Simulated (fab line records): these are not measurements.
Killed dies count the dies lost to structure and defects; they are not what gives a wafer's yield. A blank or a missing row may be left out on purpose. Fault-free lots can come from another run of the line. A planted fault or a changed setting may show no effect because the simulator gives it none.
Struck lot and sound lot, side by side ; flow sky130 ; 19 out of 708 route steps
Sound: the wafers L608.1, L608.4, L608.6. Struck: wafers L621.1, L621.2, L621.3. Last of all comes the cause.
At each step with rows: each side's tool, then ch and its chambers, then its first start. Under that, the readings that differ: sound wafers ; struck wafers ; difference of the means ; sigmas: that difference in standard deviations of wafers without a fault.
alike: same words and numbers on both sides, and readings whose means sit less than 2 such deviations apart. not compared: any withheld reading, any reading some wafer has no value for, any bound like >300 that may hide the same value, and any number with overlapping values for which the record gives no deviation.
The two part at a step that has a row with sigmas, a row that says differs or no value, or rows on one side only. When numbers do not overlap yet have no deviation, they are printed without sigmas and do not part them. Lack of a reading on every wafer of one side parts them only where that side has two or more wafers.

first, 4 steps without rows for these wafers: SKY_LDD_N_IMPLANT_12; SKY_LDD_N_IMPLANT_13; SKY_LDD_N_IMPLANT_14; SKY_LDD_N_IMPLANT_15.
SKY_LDD_N_STRIP_16: strips in O2/N2.
  sound on plasma-asher-01 ch 0,1, day 20 14:35; struck on plasma-asher-01 ch 0,1, day 24 20:49
  alike: drypump-motor-current-A, oes-product-au, strip-time-to-endpoint-s
  not compared: rf-hours-counter-h
SKY_LDD_N_TW_MEAS_17:
  sound on film-metro-04 at day 20 14:41; struck on film-metro-01 at day 24 20:55
reading;sound;struck;difference;sigmas
LDD_N_TW;2660 2662 2651;2561 2550 2565;-99;-2
then, 6 steps without rows for these wafers: SKY_LDD_P_DEHYDRATE_00 (time 60 s); SKY_LDD_P_HMDS_01 (prime time 60 s); SKY_LDD_P_COAT_02 (resist thk 1140 nm); SKY_LDD_P_SOFTBAKE_03 (time 60 s); SKY_LDD_P_EXPOSE_04 (exposes mask PSDM, target cd 380 nm); SKY_LDD_P_PEB_05.
SKY_LDD_P_DEVELOP_06: develop time 60 s.
  sound on litho-track-02 ch 0, day 21 21:17; struck on litho-track-02 ch 0, day 26 01:20
reading;sound;struck;difference;sigmas
chill-plate-temp-C (C);22.69 22.74 22.78;23.14 23.20 23.13;+0.42;+4
SKY_LDD_P_OVL_MEAS_08:
  sound on overlay-01 at day 21 21:34; struck on overlay-02 at day 26 01:37
  alike: LDD_P_OVL
after that, 1 step had no rows for these wafers: SKY_LDD_P_IMPLANT_09.
SKY_LDD_P_STRIP_10: strips in O2/N2.
  sound on plasma-asher-04 ch 0,1, day 21 21:45; struck on plasma-asher-01 ch 0,1, day 26 01:48
  alike: drypump-motor-current-A, oes-product-au, strip-time-to-endpoint-s
  not compared: rf-hours-counter-h
SKY_LDD_P_TW_MEAS_11:
  sound on film-metro-03 at day 21 21:51; struck on film-metro-01 at day 26 01:54
reading;sound;struck;difference;sigmas
LDD_P_TW;630 631 628;29 29 29;-601;-61
then, 1 step without rows for these wafers: SKY_LDD_HVN_DEHYDRATE_00 (time 60 s).
-- here the record skips 24 days between the struck wafers' starts before and after, leaving off in module LDD_HVN and picking up in module PAD_OPEN (first step shown: number 708 of the route) --
SKY_PAD_OPEN_PROBE_99:
  sound on prober-02 at day 47 16:55; struck on prober-02 at day 50 06:19
reading;sound;struck;difference;sigmas
killed-at-front-end;5 15 7;437 424 440;+425;+87
killed-dies;66 90 74;492 492 492;+415;+38
killed-on-rim;9 12 17;96 96 96;+83;+22
  alike: killed_at_M0_to_M3, killed_at_M4_up, killed-at-contacts, killed-at-other, killed-open, killed-short

WHERE THEY PART
First at SKY_LDD_N_TW_MEAS_17; last, within this record, at SKY_PAD_OPEN_PROBE_99.

WHY: the cause the simulator had injected
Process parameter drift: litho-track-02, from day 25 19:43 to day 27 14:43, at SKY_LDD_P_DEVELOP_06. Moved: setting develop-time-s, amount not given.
